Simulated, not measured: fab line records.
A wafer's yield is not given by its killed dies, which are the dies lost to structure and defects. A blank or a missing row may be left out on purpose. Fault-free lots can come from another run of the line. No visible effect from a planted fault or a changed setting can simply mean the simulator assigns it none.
The tool behind it: which one? | flow sky130 | 24 lots with 72 wafers sampled at 6 steps, on a route of 708 steps

== WHAT THE GAUGES READ, wafer by wafer ==
SKY_SD_N_TW_MEAS_12.
lot  | measured     | on           | SD_N_TW
L074 | day 27 20:10 | filmMetro-04 | 3998 3975 4002
L075 | day 28 03:19 | filmMetro-04 | 4025 4018 4034
L076 | day 28 16:12 | filmMetro-03 | 3953 3948 3953
L077 | day 29 11:10 | filmMetro-03 | 3981 3961 3987
L078 | day 29 12:07 | filmMetro-01 | 3996 3976 3974
L080 | day 29 19:04 | filmMetro-01 | 3947 3973 3962
L079 | day 29 20:32 | filmMetro-04 | 4025 4017 4005
L081 | day 30 05:37 | filmMetro-04 | 4029 4023 3991
L082 | day 31 06:58 | filmMetro-01 | 3978 3974 3976
L084 | day 31 09:41 | filmMetro-01 | 3975 3968 3990
L083 | day 31 13:41 | filmMetro-04 | 4019 3996 4018
L085 | day 31 21:34 | filmMetro-04 | 4011 4003 4002
L086 | day 32 00:23 | filmMetro-04 | 4031 4062 4027
L087 | day 32 09:28 | filmMetro-03 | 3953 3983 3966
L088 | day 32 17:47 | filmMetro-03 | 3999 3970 3987
L089 | day 32 21:53 | filmMetro-01 | 3957 3969 3974
L090 | day 33 04:53 | filmMetro-01 | 4003 3989 3992
L091 | day 33 16:26 | filmMetro-01 | 4014 3983 4002
L092 | day 34 00:32 | filmMetro-03 | 3982 3968 3976
L094 | day 34 07:41 | filmMetro-01 | 3981 3993 3976
L095 | day 34 17:04 | filmMetro-01 | 3975 3990 3990
L093 | day 34 17:13 | filmMetro-03 | 3960 3954 3969
L096 | day 34 23:28 | filmMetro-03 | 3973 3992 3976
L097 | day 35 08:22 | filmMetro-04 | 3956 3972 3960

SKY_LOCAL_INTERCONNECT_RS_MEAS_01: measurement is done with a four-point probe.
lot  | measured     | on           | LOCAL_INTERCONNECT_TIN_RS (ohm/sq)
L074 | day 29 02:45 | filmMetro-01 | 14.33 14.28 14.20
L075 | day 29 10:18 | filmMetro-02 | 14.17 13.93 14.11
L076 | day 29 22:58 | filmMetro-03 | 13.89 14.07 14.05
L077 | day 30 17:23 | filmMetro-03 | 14.02 13.99 13.91
L078 | day 30 18:13 | filmMetro-03 | 13.99 14.10 14.15
L080 | day 31 01:44 | filmMetro-01 | 13.87 13.76 13.96
L079 | day 31 02:37 | filmMetro-03 | 14.30 14.18 14.28
L081 | day 31 11:27 | filmMetro-02 | 14.06 14.02 13.92
L082 | day 32 11:54 | filmMetro-01 | 14.05 13.95 13.96
L084 | day 32 15:52 | filmMetro-03 | 13.97 14.17 14.20
L083 | day 32 20:05 | filmMetro-03 | 13.97 14.28 14.02
L085 | day 33 03:16 | filmMetro-01 | 13.97 13.95 14.20
L086 | day 33 05:37 | filmMetro-03 | 13.93 14.07 13.83
L087 | day 33 14:59 | filmMetro-03 | 13.97 14.12 14.04
L088 | day 33 22:57 | filmMetro-03 | 13.83 14.04 13.82
L089 | day 34 02:58 | filmMetro-02 | 13.88 13.78 13.79
L090 | day 34 09:32 | filmMetro-01 | 14.25 14.07 14.41
L091 | day 34 21:37 | filmMetro-01 | 13.91 13.98 13.79
L092 | day 35 05:49 | filmMetro-01 | 14.07 13.94 13.94
L094 | day 35 12:52 | filmMetro-01 | 14.47 14.14 14.32
L095 | day 35 21:45 | filmMetro-03 | 13.98 13.92 13.84
L093 | day 35 21:53 | filmMetro-02 | 14.14 14.28 14.33
L096 | day 36 04:34 | filmMetro-03 | 14.19 14.03 13.96
L097 | day 36 13:51 | filmMetro-02 | 14.19 14.25 14.39

SKY_METAL5_RS_MEAS_05: measurement is done with a four-point probe.
lot  | measured     | on           | METAL5_ALCU_RS (ohm/sq)
L074 | day 42 20:58 | filmMetro-01 | 0.02714 0.02718 0.02713
L075 | day 42 23:04 | filmMetro-01 | 0.02706 0.02717 0.02704
L076 | day 43 12:44 | filmMetro-04 | 0.02739 0.02731 0.02717
L077 | day 44 03:30 | filmMetro-02 | 0.02749 0.02744 0.02716
L078 | day 44 05:13 | filmMetro-02 | 0.02741 0.02717 0.02748
L080 | day 44 10:37 | filmMetro-02 | 0.02705 0.0271 0.02679
L079 | day 44 11:12 | filmMetro-01 | 0.02733 0.02735 0.02707
L081 | day 44 18:47 | filmMetro-02 | 0.02681 0.02721 0.02742
L082 | day 45 12:32 | filmMetro-02 | 0.02701 0.02713 0.02703
L084 | day 45 15:19 | filmMetro-01 | 0.02741 0.02798 0.02763
L083 | day 45 19:49 | filmMetro-04 | 0.02749 0.02763 0.02775
L085 | day 46 03:04 | filmMetro-02 | 0.02724 0.02713 0.02725
L086 | day 46 04:10 | filmMetro-02 | 0.02715 0.02752 0.02731
L087 | day 46 13:07 | filmMetro-02 | 0.02726 0.02722 0.02705
L088 | day 46 16:08 | filmMetro-04 | 0.02711 0.02739 0.02736
L089 | day 46 20:05 | filmMetro-04 | 0.02726 0.02724 0.02745
L090 | day 47 01:54 | filmMetro-04 | 0.02704 0.02693 0.02725
L091 | day 47 09:34 | filmMetro-04 | 0.02708 0.02685 0.02699
L092 | day 47 16:28 | filmMetro-01 | 0.02677 0.02704 0.02715
L094 | day 48 00:40 | filmMetro-04 | 0.02716 0.02715 0.02715
L095 | day 48 05:05 | filmMetro-04 | 0.02724 0.0272 0.02699
L093 | day 48 04:07 | filmMetro-01 | 0.0269 0.02739 0.02715
L096 | day 48 10:07 | filmMetro-01 | 0.02724 0.02749 0.0275
L097 | day 48 13:45 | filmMetro-02 | 0.02689 0.02678 0.02703

SKY_PASSIVATION_THK_MEAS_01.
lot  | measured     | on           | PASSIVATION_CVD_00_THK (nm)
L074 | day 43 20:29 | filmMetro-03 | 88.7 89.7 89.7
L075 | day 43 22:50 | filmMetro-04 | 88.7 88.9 89.9
L076 | day 44 11:44 | filmMetro-01 | 90.1 92.1 90.0
L077 | day 45 02:02 | filmMetro-03 | 87.9 89.8 89.1
L078 | day 45 03:48 | filmMetro-04 | 89.8 89.2 91.6
L080 | day 45 09:16 | filmMetro-04 | 88.8 88.4 91.0
L079 | day 45 10:07 | filmMetro-04 | 89.1 89.5 90.8
L081 | day 45 16:50 | filmMetro-04 | 91.5 91.2 92.4
L082 | day 46 09:46 | filmMetro-01 | 88.6 89.2 91.1
L084 | day 46 13:07 | filmMetro-01 | 88.8 90.2 90.0
L083 | day 46 17:58 | filmMetro-03 | 88.5 89.4 90.4
L085 | day 47 00:23 | filmMetro-03 | 87.6 89.6 90.5
L086 | day 47 01:47 | filmMetro-04 | 90.2 89.4 90.3
L087 | day 47 09:47 | filmMetro-04 | 90.8 89.3 91.1
L088 | day 47 12:45 | filmMetro-01 | 87.3 90.2 91.2
L089 | day 47 16:02 | filmMetro-03 | 91.6 92.6 92.5
L090 | day 47 22:16 | filmMetro-04 | 88.6 89.2 89.3
L091 | day 48 05:39 | filmMetro-04 | 89.3 91.0 91.3
L092 | day 48 12:32 | filmMetro-01 | 90.5 90.4 92.1
L094 | day 48 20:00 | filmMetro-01 | 90.5 90.9 93.0
L095 | day 49 00:45 | filmMetro-01 | 91.2 91.3 92.0
L093 | day 48 23:34 | filmMetro-04 | 89.0 88.7 89.4
L096 | day 49 05:38 | filmMetro-03 | 89.3 88.9 90.1
L097 | day 49 08:35 | filmMetro-03 | 88.6 90.6 89.4

== TOOL THAT RAN EACH LOT (tool first, then ch and the chambers of the sampled wafers, then the start) ==
lot  | SKY_CAP2M_SPUTTER_02        | SKY_METAL5_SPUTTER_02
L074 | pvdSputter-02, day 39 16:34 | pvdSputter-03, day 42 20:50
L075 | pvdSputter-02, day 39 21:10 | pvdSputter-02, day 42 22:56
L076 | pvdSputter-03, day 40 09:18 | pvdSputter-03, day 43 12:33
L077 | pvdSputter-04, day 41 02:08 | pvdSputter-03, day 44 03:23
L078 | pvdSputter-02, day 41 03:17 | pvdSputter-01, day 44 05:05
L080 | pvdSputter-02, day 41 08:52 | pvdSputter-03, day 44 10:29
L079 | pvdSputter-02, day 41 10:10 | pvdSputter-02, day 44 11:04
L081 | pvdSputter-02, day 41 17:58 | pvdSputter-01, day 44 18:40
L082 | pvdSputter-03, day 42 14:31 | pvdSputter-02, day 45 12:25
L084 | pvdSputter-03, day 42 16:58 | pvdSputter-01, day 45 15:10
L083 | pvdSputter-04, day 42 22:08 | pvdSputter-01, day 45 19:39
L085 | pvdSputter-02, day 43 04:38 | pvdSputter-03, day 46 02:58
L086 | pvdSputter-04, day 43 05:51 | pvdSputter-01, day 46 04:02
L087 | pvdSputter-04, day 43 15:51 | pvdSputter-02, day 46 13:01
L088 | pvdSputter-04, day 43 21:45 | pvdSputter-01, day 46 15:58
L089 | pvdSputter-03, day 44 00:13 | pvdSputter-03, day 46 19:56
L090 | pvdSputter-03, day 44 05:52 | pvdSputter-03, day 47 01:46
L091 | pvdSputter-03, day 44 15:40 | pvdSputter-02, day 47 09:25
L092 | pvdSputter-03, day 44 23:53 | pvdSputter-01, day 47 16:19
L094 | pvdSputter-03, day 45 06:20 | pvdSputter-02, day 48 00:31
L095 | pvdSputter-03, day 45 12:37 | pvdSputter-01, day 48 04:58
L093 | pvdSputter-03, day 45 11:26 | pvdSputter-01, day 48 04:00
L096 | pvdSputter-02, day 45 18:01 | pvdSputter-01, day 48 09:59
L097 | pvdSputter-02, day 45 23:10 | pvdSputter-02, day 48 13:38
- SKY_CAP2M_SPUTTER_02: material TiN, target thk 200 nm, time 166.7 s.
- SKY_METAL5_SPUTTER_02: material AlCu, target thk 1150 nm, time 61.2 s.

== WHAT THE TOOLS THEMSELVES READ (means of the sampled wafers that have a number; where no wafer has one, the mark that the record gives instead) ==
SKY_CAP2M_SPUTTER_02.
lot  | tool          | throttleValvePct (%)
L074 | pvdSputter-02 | 29.6
L075 | pvdSputter-02 | 29.6
L076 | pvdSputter-03 | 31.0
L077 | pvdSputter-04 | 30.1
L078 | pvdSputter-02 | 30.6
L080 | pvdSputter-02 | 29.7
L079 | pvdSputter-02 | 30.4
L081 | pvdSputter-02 | 28.5
L082 | pvdSputter-03 | 29.9
L084 | pvdSputter-03 | 29.7
L083 | pvdSputter-04 | 30.0
L085 | pvdSputter-02 | 30.2
L086 | pvdSputter-04 | 29.4
L087 | pvdSputter-04 | 30.0
L088 | pvdSputter-04 | 29.8
L089 | pvdSputter-03 | 29.7
L090 | pvdSputter-03 | 30.0
L091 | pvdSputter-03 | 30.8
L092 | pvdSputter-03 | 30.1
L094 | pvdSputter-03 | 29.8
L095 | pvdSputter-03 | 30.7
L093 | pvdSputter-03 | 31.4
L096 | pvdSputter-02 | 29.7
L097 | pvdSputter-02 | 30.4

SKY_METAL5_SPUTTER_02.
lot  | tool          | throttleValvePct (%)
L074 | pvdSputter-03 | 30.0
L075 | pvdSputter-02 | 30.2
L076 | pvdSputter-03 | 29.5
L077 | pvdSputter-03 | 30.1
L078 | pvdSputter-01 | 30.8
L080 | pvdSputter-03 | 30.7
L079 | pvdSputter-02 | 29.5
L081 | pvdSputter-01 | 30.4
L082 | pvdSputter-02 | 29.7
L084 | pvdSputter-01 | 30.3
L083 | pvdSputter-01 | 31.5
L085 | pvdSputter-03 | 30.6
L086 | pvdSputter-01 | 31.3
L087 | pvdSputter-02 | 29.6
L088 | pvdSputter-01 | 30.9
L089 | pvdSputter-03 | 30.5
L090 | pvdSputter-03 | 30.3
L091 | pvdSputter-02 | 29.5
L092 | pvdSputter-01 | 30.3
L094 | pvdSputter-02 | 30.3
L095 | pvdSputter-01 | 30.4
L093 | pvdSputter-01 | 30.1
L096 | pvdSputter-01 | 30.2
L097 | pvdSputter-02 | 29.7

== THE ANSWER, worked out from the rows above alone ==
Rule: the usual values come from the lots themselves. Put in order of their means at a reading, lots are off if they are a third of the lots or fewer, leave a main group of 4 or more, and stand apart from it by a gap of 3 or more times the standard deviation of the main group's means; of several such gaps the widest counts. A main group is skipped when, at the precision printed for the reading in the tables above, its means are all equal. A lot without any number at a reading at which 4 lots or more have one is off too. Any other lot the step has rows for is counted as sound. The gauges are gone through in route order, then the tools' own readings, and for those a lot's mean is taken as printed above. The first step at which some lot is off is used, and at that step the reading that is off furthest; a lot without a number counts as furthest.
Across all readings shown, no lot is off: no conclusion can be drawn from this.

== WHAT HAD BEEN PUT IN BY THE SIMULATOR ==
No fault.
